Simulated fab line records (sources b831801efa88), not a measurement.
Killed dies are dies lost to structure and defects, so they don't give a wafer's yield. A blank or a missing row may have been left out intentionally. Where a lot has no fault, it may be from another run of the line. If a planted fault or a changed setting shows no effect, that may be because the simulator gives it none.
One fault seen from 2 desks -- flow sfq line -- numbers are kept per desk, each desk with only its own; the story behind them comes last

THE TOOL OWNER'S DESK: krf scanner-01
The tool's own readings at SFQ_TRILAYER_R5_LITHO_EXPOSE_137 (exposes mask R5, target cd 500 nm): means of the sampled wafers that have a number, for each lot that ran on this tool. If a lot's mean is further than 4 standard deviations from the usual mean, the lot is out of limits and carries the mark OUT (the distance appears in the brackets).
Columns: A = stage vel mm s at SFQ_TRILAYER_R5_LITHO_EXPOSE_137, usual 500.01 mm/s
lot,first seen here,A
L969,day 55 13:20,500.20
L970,day 55 15:44,499.60
L971,day 55 16:56,500.12
L973,day 56 08:55,500.16
L974,day 56 12:07,500.19
L985,day 67 13:25,499.78
L986,day 68 19:18,499.79
This desk's verdict: no lot among the 7 shows anything out of limits.

THE METROLOGY DESK
Means of the sampled wafers that have a number, per lot and without regard to the tool the lot ran on: this is what the gauges read. If a lot's mean is further than 4 standard deviations from the usual mean, the lot is out of limits and carries the mark OUT (the distance appears in the brackets).
Columns: A = R5_OVL at SFQ_R5_OVL_MEAS_935, usual 2 nm
lot,first seen here,A
L969,day 55 14:50,-2
L970,day 55 17:14,-6
L971,day 55 18:26,-3
L972,day 56 06:33,0
L973,day 56 10:02,0
L974,day 56 13:37,1
L975,day 58 13:17,5
L985,day 67 14:43,163 (+29) OUT
L986,day 68 20:48,162 (+29) OUT
L988,day 69 12:47,0
L989,day 69 22:34,6
L990,day 70 00:31,5
L991,day 70 12:02,9
L992,day 70 13:14,10
This desk reports L985, L986 out of limits; the earliest was L985 at day 67 14:43 (R5_OVL at SFQ_R5_OVL_MEAS_935). In limits: L969, L970, L971, L972, L973, L974, L975, L988, L989, L990, L991, L992.

PUT TOGETHER
L985, L986 would have let the metrology desk raise an alarm at day 67 14:43.
Nothing out of limits was seen by the tool owner's desk.
On record at the tool owner's desk: L985, L986, within its limits.
The lots listed all ran SFQ_TRILAYER_R5_LITHO_EXPOSE_137 on krf scanner-01.

WHAT HAD BEEN PUT IN BY THE SIMULATOR
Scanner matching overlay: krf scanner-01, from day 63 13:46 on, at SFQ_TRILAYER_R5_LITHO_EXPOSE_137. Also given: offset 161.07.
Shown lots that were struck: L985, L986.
Delay in hours, fault start to first out-of-limits reading, per desk: metrology desk 97.
